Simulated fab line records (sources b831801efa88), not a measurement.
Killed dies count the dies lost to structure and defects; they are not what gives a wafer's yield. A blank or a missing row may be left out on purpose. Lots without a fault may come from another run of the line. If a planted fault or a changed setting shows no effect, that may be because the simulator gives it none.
Which tool did it? :: flow gf180mcu :: Sampling: 14 lots, 42 wafers, 4 of 602 route steps

## WHAT THE GAUGES READ, wafer by wafer
GF_TOP_METAL_OVL_MEAS_15. Usual: TOP_METAL_OVL 0.5 nm, standard deviation 1.5.
lot: L698
measured: day 28 07:56
on: overlay-01
TOP_METAL_OVL (nm): 2.5 1.4 2.2
flag: 

lot: L700
measured: day 29 00:37
on: overlay-02
TOP_METAL_OVL (nm): -2.5 -1.8 -1.5
flag: 

lot: L701
measured: day 29 10:58
on: overlay-01
TOP_METAL_OVL (nm): 0.8 4.3 2.6
flag: 

lot: L702
measured: day 29 12:55
on: overlay-02
TOP_METAL_OVL (nm): -2.1 -0.9 1.0
flag: 

lot: L703
measured: day 30 04:37
on: overlay-02
TOP_METAL_OVL (nm): -0.3 0.0 -1.8
flag: 

lot: L704
measured: day 30 08:19
on: overlay-02
TOP_METAL_OVL (nm): 1.7 1.5 2.5
flag: 

lot: L705
measured: day 30 11:35
on: overlay-01
TOP_METAL_OVL (nm): -1.9 0.7 -1.2
flag: 

lot: L706
measured: day 30 14:59
on: overlay-01
TOP_METAL_OVL (nm): -1.5 -0.9 -0.9
flag: 

lot: L707
measured: day 31 03:40
on: overlay-01
TOP_METAL_OVL (nm): 1.1 0.2 0.4
flag: 

lot: L708
measured: day 31 08:10
on: overlay-01
TOP_METAL_OVL (nm): 1.2 -0.6 0.3
flag: 

lot: L714
measured: day 32 20:04
on: overlay-01
TOP_METAL_OVL (nm): 1.4 0.6 1.9
flag: 

lot: L715
measured: day 33 00:49
on: overlay-01
TOP_METAL_OVL (nm): 0.9 1.7 2.8
flag: 

lot: L718
measured: day 33 18:05
on: overlay-01
TOP_METAL_OVL (nm): 1.9 1.1 2.9
flag: 

lot: L720
measured: day 34 05:55
on: overlay-02
TOP_METAL_OVL (nm): 1.8 2.8 1.5
flag: 

GF_PASSIVATION_BOW_MEAS_14. Usual: PASSIVATION_BOW 136 um, standard deviation 12.
lot: L698
measured: day 29 06:51
on: film_metro-03
PASSIVATION_BOW (um): 151 147 138
flag: 

lot: L700
measured: day 29 22:38
on: film_metro-02
PASSIVATION_BOW (um): 157 154 151
flag: 

lot: L701
measured: day 30 08:35
on: film_metro-03
PASSIVATION_BOW (um): 142 139 151
flag: 

lot: L702
measured: day 30 11:17
on: film_metro-01
PASSIVATION_BOW (um): 115 120 135
flag: 

lot: L703
measured: day 31 01:52
on: film_metro-02
PASSIVATION_BOW (um): 136 142 141
flag: 

lot: L704
measured: day 31 05:07
on: film_metro-02
PASSIVATION_BOW (um): 135 133 130
flag: 

lot: L705
measured: day 31 08:40
on: film_metro-02
PASSIVATION_BOW (um): 129 136 139
flag: 

lot: L706
measured: day 31 11:08
on: film_metro-02
PASSIVATION_BOW (um): 138 148 146
flag: 

lot: L707
measured: day 31 23:31
on: film_metro-02
PASSIVATION_BOW (um): 117 118 117
flag: 

lot: L708
measured: day 32 04:07
on: film_metro-01
PASSIVATION_BOW (um): 136 129 132
flag: 

lot: L714
measured: day 33 14:52
on: film_metro-01
PASSIVATION_BOW (um): 125 124 126
flag: 

lot: L715
measured: day 33 19:44
on: film_metro-01
PASSIVATION_BOW (um): 137 139 142
flag: 

lot: L718
measured: day 34 12:35
on: film_metro-01
PASSIVATION_BOW (um): 120 103 122
flag: 

lot: L720
measured: day 34 23:53
on: film_metro-03
PASSIVATION_BOW (um): 135 130 139
flag: 

## WHICH TOOL RAN EACH LOT (tool, then ch and the chambers of the sampled wafers, then the start)
lot: L698
GF_M3_SPUTTER_03: pvd_sputter-01, day 20 12:09
GF_V5_CVD_23: cvd_w-01 ch 0,1, day 27 10:53

lot: L700
GF_M3_SPUTTER_03: pvd_sputter-04, day 21 12:22
GF_V5_CVD_23: cvd_w-02 ch 0,1, day 28 05:05

lot: L701
GF_M3_SPUTTER_03: pvd_sputter-03, day 21 21:52
GF_V5_CVD_23: cvd_w-01 ch 0,1, day 28 14:52

lot: L702
GF_M3_SPUTTER_03: pvd_sputter-04, day 22 01:52
GF_V5_CVD_23: cvd_w-02 ch 0,1, day 28 15:58

lot: L703
GF_M3_SPUTTER_03: pvd_sputter-01, day 22 22:17
GF_V5_CVD_23: cvd_w-02 ch 0,1, day 29 09:13

lot: L704
GF_M3_SPUTTER_03: pvd_sputter-03, day 23 00:26
GF_V5_CVD_23: cvd_w-01 ch 0,1, day 29 12:29

lot: L705
GF_M3_SPUTTER_03: pvd_sputter-03, day 23 06:23
GF_V5_CVD_23: cvd_w-01 ch 0,1, day 29 16:48

lot: L706
GF_M3_SPUTTER_03: pvd_sputter-04, day 23 10:13
GF_V5_CVD_23: cvd_w-02 ch 0,1, day 29 18:54

lot: L707
GF_M3_SPUTTER_03: pvd_sputter-03, day 24 01:13
GF_V5_CVD_23: cvd_w-02 ch 0,1, day 30 09:14

lot: L708
GF_M3_SPUTTER_03: pvd_sputter-03, day 24 06:29
GF_V5_CVD_23: cvd_w-01 ch 0,1, day 30 13:04

lot: L714
GF_M3_SPUTTER_03: pvd_sputter-01, day 26 03:49
GF_V5_CVD_23: cvd_w-01 ch 0,1, day 32 02:47

lot: L715
GF_M3_SPUTTER_03: pvd_sputter-01, day 26 11:28
GF_V5_CVD_23: cvd_w-01 ch 0,1, day 32 07:44

lot: L718
GF_M3_SPUTTER_03: pvd_sputter-01, day 27 08:42
GF_V5_CVD_23: cvd_w-01 ch 0,1, day 33 01:31

lot: L720
GF_M3_SPUTTER_03: pvd_sputter-03, day 27 23:08
GF_V5_CVD_23: cvd_w-01 ch 1, day 33 14:05
- GF_M3_SPUTTER_03: material Ti, target thk 10 nm, time 6.7 s.
- GF_V5_CVD_23: deposits W, target thk 350 nm, time 104.9 s.

## AS READ BY THE TOOLS THEMSELVES (means over the sampled wafers that have a number; for cases with no such wafer, the mark the record gives instead)
GF_M3_SPUTTER_03. Usual: throttle_valve_pct at 29.8 %, with a standard deviation of 0.42.
lot: L698
tool: pvd_sputter-01
throttle_valve_pct (%): 29.8
flag: 

lot: L700
tool: pvd_sputter-04
throttle_valve_pct (%): 29.5
flag: 

lot: L701
tool: pvd_sputter-03
throttle_valve_pct (%): 30.2
flag: 

lot: L702
tool: pvd_sputter-04
throttle_valve_pct (%): 29.7
flag: 

lot: L703
tool: pvd_sputter-01
throttle_valve_pct (%): 29.8
flag: 

lot: L704
tool: pvd_sputter-03
throttle_valve_pct (%): 30.0
flag: 

lot: L705
tool: pvd_sputter-03
throttle_valve_pct (%): 29.6
flag: 

lot: L706
tool: pvd_sputter-04
throttle_valve_pct (%): 29.4
flag: 

lot: L707
tool: pvd_sputter-03
throttle_valve_pct (%): 29.9
flag: 

lot: L708
tool: pvd_sputter-03
throttle_valve_pct (%): 29.6
flag: 

lot: L714
tool: pvd_sputter-01
throttle_valve_pct (%): 29.8
flag: 

lot: L715
tool: pvd_sputter-01
throttle_valve_pct (%): 29.8
flag: 

lot: L718
tool: pvd_sputter-01
throttle_valve_pct (%): 29.7
flag: 

lot: L720
tool: pvd_sputter-03
throttle_valve_pct (%): 29.8
flag: 

GF_V5_CVD_23. Usual: heater_power_w at 901 W, with a standard deviation of 43.
lot: L698
tool: cvd_w-01
heater_power_w (W): 902
flag: 

lot: L700
tool: cvd_w-02
heater_power_w (W): 875
flag: 

lot: L701
tool: cvd_w-01
heater_power_w (W): 890
flag: 

lot: L702
tool: cvd_w-02
heater_power_w (W): 896
flag: 

lot: L703
tool: cvd_w-02
heater_power_w (W): 916
flag: 

lot: L704
tool: cvd_w-01
heater_power_w (W): 920
flag: 

lot: L705
tool: cvd_w-01
heater_power_w (W): 878
flag: 

lot: L706
tool: cvd_w-02
heater_power_w (W): 907
flag: 

lot: L707
tool: cvd_w-02
heater_power_w (W): 885
flag: 

lot: L708
tool: cvd_w-01
heater_power_w (W): 891
flag: 

lot: L714
tool: cvd_w-01
heater_power_w (W): 905
flag: 

lot: L715
tool: cvd_w-01
heater_power_w (W): 901
flag: 

lot: L718
tool: cvd_w-01
heater_power_w (W): 877
flag: 

lot: L720
tool: cvd_w-01
heater_power_w (W): 874
flag: 

## THE ANSWER, worked out from the rows above alone
Rule: a lot counts as off when the mean over its wafers that have a number is more than 3 standard deviations away from the usual mean. Also off: a lot with no number at a reading for which 4 or more lots have one. The other lots that the step has rows for count as sound. The gauges are gone through in route order, then the tools' own readings, and for those a lot's mean is taken as printed above. At the first step where some lot is off, the reading lying furthest off is the one used; lots without a number count as furthest.
Across all readings shown, no lot is off: no conclusion can be drawn from this.

## WHAT THE SIMULATOR PUT IN
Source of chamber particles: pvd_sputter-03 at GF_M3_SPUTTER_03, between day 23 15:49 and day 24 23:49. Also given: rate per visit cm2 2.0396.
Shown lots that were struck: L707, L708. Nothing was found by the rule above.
